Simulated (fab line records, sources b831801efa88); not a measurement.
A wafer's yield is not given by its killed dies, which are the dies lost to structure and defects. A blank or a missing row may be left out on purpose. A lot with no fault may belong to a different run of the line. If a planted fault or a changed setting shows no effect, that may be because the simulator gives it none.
Which tool is to blame? | flow gf180mcu | 42 wafers from 14 lots sampled at 4 of the route's 602 steps

## WHAT EACH GAUGE READ, for each wafer
GF_V5_BOW_MEAS_05. Usual: V5_BOW typically reads 137 um, with standard deviation 11.
lot  | measured     | on            | V5_BOW (um) | flag
L329 | day 27 00:14 | film-metro-02 | 151 137 142 |
L330 | day 27 02:38 | film-metro-02 | 144 143 129 |
L331 | day 27 06:27 | film-metro-04 | 130 114 129 |
L332 | day 28 00:39 | film-metro-03 | 147 146 150 |
L333 | day 28 16:48 | film-metro-02 | 132 133 141 |
L334 | day 28 21:18 | film-metro-03 | 132 129 132 |
L335 | day 29 00:30 | film-metro-03 | 130 119 126 |
L341 | day 30 20:40 | film-metro-04 | 153 153 156 |
L342 | day 30 21:25 | film-metro-04 | 122 132 132 |
L348 | day 32 11:57 | film-metro-03 | 151 157 153 |
L349 | day 32 18:32 | film-metro-03 | 132 134 129 |
L350 | day 33 01:38 | film-metro-03 | 141 130 131 |
L351 | day 33 15:01 | film-metro-02 | 141 128 133 |
L352 | day 33 16:45 | film-metro-02 | 120 124 125 |

GF_V5_CD_MEAS_14: target cd 260 nm. Usual: cd-nm reads 260.3 nm (standard deviation 1.3).
lot  | measured     | on        | cd-nm (nm)        | flag
L329 | day 27 20:25 | cd-sem-02 | 259.8 260.4 260.2 |
L330 | day 27 23:17 | cd-sem-02 | 259.1 260.5 260.1 |
L331 | day 28 02:54 | cd-sem-01 | 259.7 259.3 258.9 |
L332 | day 28 20:58 | cd-sem-02 | 261.2 260.3 259.9 |
L333 | day 29 12:20 | cd-sem-02 | 261.2 261.2 261.4 |
L334 | day 29 15:57 | cd-sem-02 | 258.7 259.0 259.6 |
L335 | day 29 20:05 | cd-sem-02 | 261.5 260.7 260.3 |
L341 | day 31 15:05 | cd-sem-02 | 259.6 258.7 259.6 |
L342 | day 31 15:29 | cd-sem-02 | 260.4 259.7 258.4 |
L348 | day 33 04:38 | cd-sem-02 | 259.4 259.5 260.2 |
L349 | day 33 11:52 | cd-sem-02 | 260.5 260.2 260.6 |
L350 | day 33 18:29 | cd-sem-02 | 262.1 262.1 261.1 |
L351 | day 34 07:37 | cd-sem-02 | 262.9 261.8 263.2 |
L352 | day 34 08:19 | cd-sem-02 | 260.4 260.8 260.2 |

## EACH LOT AND THE TOOL THAT RAN IT (in order: tool; ch and the chambers of the sampled wafers; start)
lot  | GF_CONTACT_CVD_00                | GF_MIM_SPUTTER_07
L329 | hdpcvd-01 ch 1,2, day 15 13:53   | pvd-sputter-02, day 25 04:32
L330 | hdpcvd-02 ch 0,1,2, day 15 19:41 | pvd-sputter-02, day 25 06:21
L331 | hdpcvd-01 ch 1,2, day 16 01:05   | pvd-sputter-01, day 25 09:23
L332 | hdpcvd-02 ch 0,1,2, day 16 20:26 | pvd-sputter-04, day 26 04:13
L333 | hdpcvd-02 ch 0,1, day 17 05:24   | pvd-sputter-01, day 27 00:30
L334 | hdpcvd-02 ch 0,1,2, day 17 16:38 | pvd-sputter-04, day 27 02:38
L335 | hdpcvd-02 ch 0,1, day 18 01:49   | pvd-sputter-04, day 27 06:18
L341 | hdpcvd-01 ch 0,1,2, day 20 03:03 | pvd-sputter-01, day 29 04:11
L342 | hdpcvd-01 ch 0,2, day 20 10:25   | pvd-sputter-01, day 29 05:15
L348 | hdpcvd-01 ch 0,1,2, day 22 13:08 | pvd-sputter-04, day 30 22:10
L349 | hdpcvd-01 ch 0,2, day 22 21:41   | pvd-sputter-02, day 31 06:34
L350 | hdpcvd-02 ch 0,1, day 23 04:22   | pvd-sputter-02, day 31 13:05
L351 | hdpcvd-01 ch 0,1,2, day 24 02:23 | pvd-sputter-02, day 32 04:22
L352 | hdpcvd-01 ch 1,2, day 24 02:48   | pvd-sputter-04, day 32 06:53
- GF_CONTACT_CVD_00: deposits SiO2, target thk 300 nm, time 50 s.
- GF_MIM_SPUTTER_07: material TiN, target thk 60 nm, time 50 s.

## AS READ BY THE TOOLS THEMSELVES (means over the sampled wafers that have a number; for cases with no such wafer, the mark the record gives instead)
GF_MIM_SPUTTER_07. Usual: cathode-dc-power-W 6500.1 W, standard deviation 1.3; throttle-valve-pct 30.0 %, standard deviation 1.4.
lot  | tool           | cathode-dc-power-W (W) | throttle-valve-pct (%) | flag
L329 | pvd-sputter-02 | 6499.7                 | 29.3                   |
L330 | pvd-sputter-02 | 6500.3                 | 29.8                   |
L331 | pvd-sputter-01 | 6499.6                 | 30.4                   |
L332 | pvd-sputter-04 | 6501.0                 | 30.7                   |
L333 | pvd-sputter-01 | 6499.7                 | 29.0                   |
L334 | pvd-sputter-04 | 6500.7                 | 31.4                   |
L335 | pvd-sputter-04 | 6501.0                 | 31.9                   |
L341 | pvd-sputter-01 | 6498.5                 | 28.1                   |
L342 | pvd-sputter-01 | 6500.5                 | 29.6                   |
L348 | pvd-sputter-04 | 6501.1                 | 29.7                   |
L349 | pvd-sputter-02 | 6500.1                 | 29.9                   |
L350 | pvd-sputter-02 | 6500.3                 | 30.1                   |
L351 | pvd-sputter-02 | 6501.2                 | 30.0                   |
L352 | pvd-sputter-04 | 6498.5                 | 30.6                   |

## THE ANSWER, worked out from the rows above alone
Rule: take the mean of a lot's wafers that have a number; if it is more than 3 standard deviations from the usual mean, the lot is off. A lot without any number at a reading at which 4 lots or more have one is off too. Where the step has rows for the other lots, those lots are counted as sound. First the gauges in route order, then the tools' own readings, where a lot's mean is used as printed above. At the first step where some lot is off, the reading lying furthest off is the one used; lots without a number count as furthest.
Nothing can be told from this: no lot is off at any reading shown.

## WHAT THE SIMULATOR HAD INSERTED
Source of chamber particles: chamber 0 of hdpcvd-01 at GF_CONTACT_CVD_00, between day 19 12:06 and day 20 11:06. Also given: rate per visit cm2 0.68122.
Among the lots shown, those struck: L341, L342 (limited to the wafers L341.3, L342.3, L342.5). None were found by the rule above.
